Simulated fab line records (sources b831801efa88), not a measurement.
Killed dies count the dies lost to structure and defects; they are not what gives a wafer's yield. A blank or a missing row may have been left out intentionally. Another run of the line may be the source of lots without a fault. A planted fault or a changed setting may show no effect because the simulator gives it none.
Comparing a struck lot with a sound one ; flow sky130 ; 17 steps out of a route of 708
Sound: the wafers L286.2, L286.4, L286.5. Struck: wafer L302.5 (left out: L302.2, L302.3 of the same lot, which were not struck); the cause appears at the end.
Each step with rows lists, per side, the tool, then ch with its chambers, then its first start. Under that, the readings that differ: sound wafers ; struck wafers ; difference of the means ; sigmas: that difference in standard deviations of wafers without a fault.
alike: words and numbers the same on both sides, and readings whose means are apart by under 2 such deviations; not compared: readings that were withheld, readings missing a value for some wafer, numbers with overlapping values and no deviation given by the record, and bounds like >300 which may hide the same value.
The two part at a step that has a row with sigmas, a row that says differs or no value, or rows on one side only. Numbers that don't overlap but have no deviation are shown without sigmas and don't part them. A reading missing from all wafers of one side parts the sides only when that side holds two or more wafers.

SKY_METAL1_THK_MEAS_06: measures by xrf.
  sound: filmMetro-04 at day 31 18:49; struck: filmMetro-04 at day 37 00:47
  alike: METAL1_ALCU_THK
then, 8 steps without rows for these wafers: SKY_METAL1_DEHYDRATE_07 (time 60 s); SKY_METAL1_HMDS_08 (prime time 60 s); SKY_METAL1_COAT_09 (resist thk 60 nm); SKY_METAL1_COAT_10 (resist thk 450 nm); SKY_METAL1_SOFTBAKE_11 (time 90 s); SKY_METAL1_EXPOSE_12 (exposes mask MM1, target cd 140 nm); SKY_METAL1_PEB_13; SKY_METAL1_DEVELOP_14 (develop time 60 s).
SKY_METAL1_CD_MEAS_15: target cd 140 nm.
  sound: cdSem-01 at day 32 21:21; struck: cdSem-02 at day 38 02:19
  alike: cdNm
SKY_METAL1_OVL_MEAS_16:
  sound: overlay-02 at day 32 21:28; struck: overlay-01 at day 38 02:25
reading;sound;struck;difference;sigmas
METAL1_OVL (nm);9 10 5;-9;-17;-3
SKY_METAL1_DESCUM_17: chemistry O2, time 8 s.
  sound on rieMetal-01 ch 0,1, day 32 21:29; struck on rieMetal-02 ch 1, day 38 02:26
reading;sound;struck;difference;sigmas
drypumpMotorCurrentA (A);5.56 5.54 5.38;6.31;+0.82;+3
  alike: heBacksideLeakSccm, oesProductAu
  not compared: rfHoursCounterH
SKY_METAL1_ETCH_18: etches BARC in N2/H2, stops on SiO2, time 45.9 s, target depth 60 nm.
  sound on rieMetal-01 ch 0,1, day 32 21:31; struck on rieMetal-02 ch 1, day 38 02:28
reading;sound;struck;difference;sigmas
drypumpMotorCurrentA (A);5.60 5.59 5.39;6.30;+0.77;+3
oesProductAu (a.u.);0.852 0.846 0.855;0.659;-0.192;-45
runLengthS (s);74.3 74.0 73.7;106.5;+32.5;+96
throttleValvePct (%);13.218 13.240 13.228;13.202;-0.027;-3
model.KrF-thick_of_METAL1_COAT_10.thkNm (nm);393.3 393.6 392.9;364;-29;
model.METAL1.cdNm (nm);139.3 139.3 139.3;130.4;-8.9;
  alike: heBacksideLeakSccm
  not compared: rfHoursCounterH
SKY_METAL1_METAL_ETCH_19: etches the open film in Cl2/BCl3, stops on SiO2, target depth 360 nm, time 78 s.
  sound on rieMetal-01 ch 0,1, day 32 21:35; struck on rieMetal-02 ch 1, day 38 02:32
reading;sound;struck;difference;sigmas
drypumpMotorCurrentA (A);5.6 5.6 5.4;6.3;+0.8;+3
model.KrF-thick_of_METAL1_COAT_10.thkNm (nm);163 159.9 160.9;133.3;-28.0;
model.METAL1.cdNm (nm);141.8 142.3 138.5;128;-13;
  alike: heBacksideLeakSccm, oesProductAu, runLengthS, throttleValvePct
  not compared: rfHoursCounterH
SKY_METAL1_STRIP_20: strips in O2/N2.
  sound on plasmaAsher-02 ch 0,1, day 32 21:40; struck on plasmaAsher-03 ch 1, day 38 02:38
reading;sound;struck;difference;sigmas
oesProductAu (a.u.);0.354 0.343 0.342;0.327;-0.019;-4
stripTimeToEndpointS (s);2.76 2.71 2.70;2.42;-0.30;-9
  alike: drypumpMotorCurrentA
  not compared: rfHoursCounterH
then, 1 step without rows for these wafers: SKY_METAL1_STRIP_21 (strips in post etch residue remover, time 1200 s).
-- the record jumps here: 12 days lie between the struck wafers' starts before and after (it left off in module METAL1 and takes up again in module PAD_OPEN, whose first step shown is number 708 of the route) --
SKY_PAD_OPEN_PROBE_99:
  sound: prober-02 at day 45 18:22; struck: prober-02 at day 49 17:49
reading;sound;struck;difference;sigmas
model.etest.met1.widthNm (nm);140.9 143.5 136.1;127;-13;
model.etest.met1.lineOhmUm;0.911 0.899 0.942;1.023;+0.106;
  alike: defectLimitedYield, killed_at_M0_to_M3, killed_at_M4_up, killedAtContacts, killedAtFrontEnd, killedAtOther, killedDies, killedOpen, killedShort, sort_bin_3_pad_short, sort_bin_5_function, sort_bin_6_memory, sortNPass, sortYieldPct

== WHERE THEY PART ==
Last at SKY_METAL1_STRIP_20 as far as this record goes, first at SKY_METAL1_OVL_MEAS_16. Later steps at which nothing parts them and some readings are alike: SKY_PAD_OPEN_PROBE_99.

WHY: the cause the simulator had injected
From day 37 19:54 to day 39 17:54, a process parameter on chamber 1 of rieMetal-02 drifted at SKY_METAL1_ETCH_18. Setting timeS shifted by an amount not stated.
